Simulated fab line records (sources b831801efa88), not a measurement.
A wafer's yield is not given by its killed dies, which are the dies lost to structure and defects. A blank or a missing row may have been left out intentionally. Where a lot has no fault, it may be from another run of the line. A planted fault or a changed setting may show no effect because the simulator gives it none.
Matching of chambers	flow sky130	3 sister chambers for SKY_LI_CONTACT_ETCH_15 on rieDiel-01
The step etches PSG in C4F8/O2/Ar, stops on Si, target depth 600 nm. 16 wafers are shown with their chamber, then 8 later ones without.

WAFERS WITH THEIR CHAMBER
wafer	chamber	oesProductAu (a.u.)
L089.1	1	0.837
L089.2	3	0.831
L089.3	0	0.843
L089.4	1	0.840
L089.5	3	0.839
L089.6	0	0.840
L090.1	0	0.842
L090.2	1	0.839
L090.3	3	0.834
L090.4	3	0.835
L090.5	1	0.836
L090.6	0	0.848
L091.1	0	0.842
L091.2	3	0.839
L091.3	1	0.840
L091.4	3	0.840

SIGNATURES (means of the wafers above)
reading	chamber 0	chamber 1	chamber 3	scatter within a chamber
oesProductAu	0.84300	0.83840	0.83633	0.00294
Rule: a wafer's distance from a chamber is the root of the sum, over the readings, of the square of ((its reading less the chamber's mean) divided by the reading's scatter). The wafer belongs to the nearest chamber; if the next one is less than 2 further off, it can't be placed. The scatter: the root of (the sum of the squares of (reading less its chamber's mean) over the shown wafers, divided by (wafers less chambers)).

WAFERS WITH NO CHAMBER GIVEN
wafer	oesProductAu (a.u.)
L091.5	0.837
L091.6	0.825
L092.1	0.839
L092.2	0.837
L092.3	0.839
L092.4	0.846
L092.5	0.835
L092.6	0.845

WHICH CHAMBER EACH ONE RAN IN
wafer	from the rows above	in truth
L091.5	can't be placed: 3 or 1 or 0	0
L091.6	can't be placed: 3 or 1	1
L092.1	can't be placed: 1 or 3 or 0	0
L092.2	can't be placed: 3 or 1 or 0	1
L092.3	can't be placed: 1 or 3 or 0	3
L092.4	can't be placed: 0 or 1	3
L092.5	can't be placed: 3 or 1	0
L092.6	can't be placed: 0 or 1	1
Correct placement for 0 of the 8. Not placeable from these rows: 8 (in 6, the candidates include the true chamber). Number placed wrongly: 0.
